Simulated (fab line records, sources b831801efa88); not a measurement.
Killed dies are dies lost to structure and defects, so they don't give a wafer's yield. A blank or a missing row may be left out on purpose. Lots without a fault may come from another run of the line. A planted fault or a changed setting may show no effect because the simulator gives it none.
Which tool did it? | flow gf180mcu | 11 lots, 33 wafers sampled, at 6 steps of a route of 602

WHAT THE GAUGES READ, wafer by wafer
GF_VT_IMPLANT_RS_MEAS_46: measures by four-point-probe.
lot  | measured     | on            | MVSD_RS (ohm/sq)
L371 | day 7 21:43  | film_metro-04 | 457.8 457.2 456.2
L373 | day 8 09:19  | film_metro-04 | 454.7 455.5 454.6
L375 | day 8 20:30  | film_metro-04 | 456.7 456.0 455.7
L376 | day 9 15:00  | film_metro-04 | 457.5 457.4 456.0
L377 | day 9 15:18  | film_metro-01 | 456.1 457.2 455.1
L378 | day 9 20:19  | film_metro-04 | 454.9 455.6 455.6
L379 | day 10 01:03 | film_metro-01 | 457.8 457.5 456.7
L386 | day 12 02:07 | film_metro-01 | 455.9 456.1 456.8
L387 | day 12 09:01 | film_metro-02 | 454.5 456.8 455.8
L391 | day 13 09:52 | film_metro-04 | 455.7 455.6 455.3
L392 | day 13 17:01 | film_metro-04 | 456.1 456.5 456.5

GF_POLY_GATE_THK_MEAS_17.
lot  | measured     | on            | POLY_GATE_OXIDATION_THK (nm)
L371 | day 9 17:19  | film_metro-01 | 4.00 4.21 4.07
L373 | day 10 03:37 | film_metro-04 | 3.94 3.95 3.99
L375 | day 10 16:44 | film_metro-03 | 3.97 3.99 4.10
L376 | day 11 12:18 | film_metro-01 | 3.84 3.88 3.85
L377 | day 11 12:46 | film_metro-01 | 4.05 4.04 4.00
L378 | day 11 18:07 | film_metro-04 | 3.90 4.00 4.01
L379 | day 11 23:07 | film_metro-03 | 4.13 4.02 4.01
L386 | day 14 03:23 | film_metro-04 | 4.00 4.03 3.99
L387 | day 14 10:46 | film_metro-01 | 3.91 3.93 3.92
L391 | day 15 11:46 | film_metro-04 | 4.03 4.06 3.98
L392 | day 15 19:08 | film_metro-03 | 4.07 4.01 3.94

GF_HV_LDD_TW_MEAS_38.
lot  | measured     | on            | HV_LDD_3_TW
L371 | day 12 01:37 | film_metro-01 | 1457 1453 1453
L373 | day 12 13:05 | film_metro-01 | 1470 1456 1456
L375 | day 13 02:41 | film_metro-01 | 1444 1440 1438
L376 | day 13 23:53 | film_metro-02 | 1440 1440 1433
L377 | day 14 00:43 | film_metro-04 | 30 30 30
L378 | day 14 05:22 | film_metro-04 | 30 30 30
L379 | day 14 11:07 | film_metro-04 | 30 30 30
L386 | day 16 21:28 | film_metro-04 | 1428 1430 1427
L387 | day 17 06:22 | film_metro-01 | 1429 1434 1435
L391 | day 18 08:58 | film_metro-01 | 1442 1444 1448
L392 | day 18 18:29 | film_metro-01 | 1438 1441 1439

WHICH TOOL RAN EACH LOT (tool, then ch and the chambers of the sampled wafers, then the start)
lot  | GF_DUAL_GATE_STRIP_13                | GF_HV_LDD_STRIP_22                   | GF_HV_LDD_STRIP_37
L371 | plasma_asher-02 ch 0,1, day 8 16:29  | plasma_asher-04 ch 0,1, day 11 05:54 | plasma_asher-02 ch 0,1, day 12 01:31
L373 | plasma_asher-03 ch 0,1, day 9 05:35  | plasma_asher-04 ch 0,1, day 11 17:09 | plasma_asher-04 ch 0,1, day 12 13:01
L375 | plasma_asher-03 ch 0,1, day 9 16:02  | plasma_asher-02 ch 0,1, day 12 06:52 | plasma_asher-01 ch 0,1, day 13 02:35
L376 | plasma_asher-04 ch 0,1, day 10 12:41 | plasma_asher-04 ch 0,1, day 13 03:01 | plasma_asher-01 ch 0,1, day 13 23:47
L377 | plasma_asher-02 ch 0,1, day 10 12:23 | plasma_asher-04 ch 0,1, day 13 03:53 | plasma_asher-01 ch 0,1, day 14 00:37
L378 | plasma_asher-02 ch 0,1, day 10 17:43 | plasma_asher-02 ch 0, day 13 08:53   | plasma_asher-04 ch 0,1, day 14 05:16
L379 | plasma_asher-03 ch 0,1, day 10 21:40 | plasma_asher-04 ch 1, day 13 14:02   | plasma_asher-02 ch 0,1, day 14 11:01
L386 | plasma_asher-02 ch 0,1, day 13 00:41 | plasma_asher-02 ch 0,1, day 15 22:13 | plasma_asher-04 ch 0,1, day 16 21:22
L387 | plasma_asher-02 ch 0,1, day 13 06:48 | plasma_asher-04 ch 0,1, day 16 06:43 | plasma_asher-02 ch 0,1, day 17 06:16
L391 | plasma_asher-04 ch 0,1, day 14 08:06 | plasma_asher-01 ch 0,1, day 17 09:04 | plasma_asher-02 ch 0,1, day 18 08:52
L392 | plasma_asher-04 ch 0,1, day 14 16:53 | plasma_asher-02 ch 0,1, day 17 18:04 | plasma_asher-02 ch 0,1, day 18 18:23
- GF_DUAL_GATE_STRIP_13: strips in O2/N2.
- GF_HV_LDD_STRIP_22: strips in O2/N2.
- GF_HV_LDD_STRIP_37: strips in O2/N2.

WHAT THE TOOLS THEMSELVES READ (means of the sampled wafers that have a number; where no wafer has one, the mark that the record gives instead)
GF_DUAL_GATE_STRIP_13.
lot  | tool            | chamber_pressure_mTorr (mTorr) | drypump_motor_current_A (A) | heater_power_w (W) | oes_product_au (a.u.) | strip_time_to_endpoint_s (s)
L371 | plasma_asher-02 | 1499.9                         | 5.62                        | 342                | 0.714                 | 12.63
L373 | plasma_asher-03 | 1500.4                         | 5.70                        | 339                | 0.712                 | 12.64
L375 | plasma_asher-03 | 1499.6                         | 5.72                        | 348                | 0.713                 | 12.61
L376 | plasma_asher-04 | 1500.2                         | 5.79                        | 356                | 0.714                 | 12.64
L377 | plasma_asher-02 | 1499.4                         | 5.60                        | 339                | 0.714                 | 12.61
L378 | plasma_asher-02 | 1498.0                         | 5.72                        | 346                | 0.718                 | 12.66
L379 | plasma_asher-03 | 1500.3                         | 5.71                        | 358                | 0.718                 | 12.64
L386 | plasma_asher-02 | 1500.1                         | 5.70                        | 348                | 0.716                 | 12.58
L387 | plasma_asher-02 | 1499.2                         | 5.62                        | 349                | 0.715                 | 12.64
L391 | plasma_asher-04 | 1500.2                         | 5.76                        | 348                | 0.714                 | 12.68
L392 | plasma_asher-04 | 1499.0                         | 5.76                        | 346                | 0.713                 | 12.62

GF_HV_LDD_STRIP_22.
lot  | tool            | chamber_pressure_mTorr (mTorr) | drypump_motor_current_A (A) | heater_power_w (W) | oes_product_au (a.u.) | strip_time_to_endpoint_s (s)
L371 | plasma_asher-04 | 1501.2                         | 5.8                         | 350                | 0.714                 | 12.61
L373 | plasma_asher-04 | 1499.6                         | 5.8                         | 348                | 0.715                 | 12.62
L375 | plasma_asher-02 | 1499.7                         | 5.6                         | 343                | 0.717                 | 12.62
L376 | plasma_asher-04 | 1500.3                         | 5.8                         | 349                | 0.720                 | 12.59
L377 | plasma_asher-04 | -                              | -                           | -                  | -                     | -
L378 | plasma_asher-02 | -                              | -                           | -                  | -                     | -
L379 | plasma_asher-04 | -                              | -                           | -                  | -                     | -
L386 | plasma_asher-02 | 1499.3                         | 5.6                         | 348                | 0.712                 | 12.61
L387 | plasma_asher-04 | 1500.0                         | 5.8                         | 341                | 0.719                 | 12.65
L391 | plasma_asher-01 | 1502.2                         | 5.7                         | 298                | 0.718                 | 12.66
L392 | plasma_asher-02 | 1500.8                         | 5.7                         | 347                | 0.719                 | 12.63

GF_HV_LDD_STRIP_37.
lot  | tool            | chamber_pressure_mTorr (mTorr) | drypump_motor_current_A (A) | heater_power_w (W) | oes_product_au (a.u.) | strip_time_to_endpoint_s (s)
L371 | plasma_asher-02 | 1498.7                         | 5.6                         | 342                | 0.717                 | 12.57
L373 | plasma_asher-04 | 1500.9                         | 5.8                         | 349                | 0.718                 | 12.63
L375 | plasma_asher-01 | 1499.3                         | 5.3                         | 293                | 0.713                 | 12.63
L376 | plasma_asher-01 | 1499.7                         | 5.3                         | 294                | 0.718                 | 12.59
L377 | plasma_asher-01 | 1499.8                         | 5.7                         | 297                | 0.716                 | 27.66
L378 | plasma_asher-04 | 1499.8                         | 5.8                         | 348                | 0.718                 | 27.60
L379 | plasma_asher-02 | 1499.6                         | 5.7                         | 355                | 0.714                 | 27.60
L386 | plasma_asher-04 | 1500.1                         | 5.8                         | 354                | 0.716                 | 12.63
L387 | plasma_asher-02 | 1499.9                         | 5.7                         | 348                | 0.721                 | 12.64
L391 | plasma_asher-02 | 1500.3                         | 5.6                         | 343                | 0.710                 | 12.72
L392 | plasma_asher-02 | 1500.4                         | 5.6                         | 346                | 0.716                 | 12.66

THE ANSWER, worked out from the rows above alone
Rule: what is usual is taken from the lots themselves. Put in order of their means at a reading, lots are off if they are a third of the lots or fewer, leave a main group of 4 or more, and stand apart from it by a gap of 3 or more times the standard deviation of the main group's means; of several such gaps the widest counts. A main group whose means are all the same, to the digits that the tables above print for the reading, isn't used. A lot without any number at a reading at which 4 lots or more have one is off too. The other lots that the step has rows for count as sound. The gauges are gone through in route order, then the tools' own readings, and for those a lot's mean is taken as printed above. The first step at which some lot is off is used, and at that step the reading that is off furthest; a lot without a number counts as furthest.
Off: L377, L378, L379, at GF_HV_LDD_TW_MEAS_38 (HV_LDD_3_TW). The main group: mean 1442, standard deviation 10.
A tool fits if, at a process step before that reading, it ran every lot that is off, and no sound lot after the first of them. The gauges at GF_HV_LDD_TW_MEAS_38 aren't tried: what is off there is off at GF_HV_LDD_STRIP_22 too, on other tools, and a gauge's error can't cause that. None of those tried fits.

WHAT THE SIMULATOR HAD PUT IN
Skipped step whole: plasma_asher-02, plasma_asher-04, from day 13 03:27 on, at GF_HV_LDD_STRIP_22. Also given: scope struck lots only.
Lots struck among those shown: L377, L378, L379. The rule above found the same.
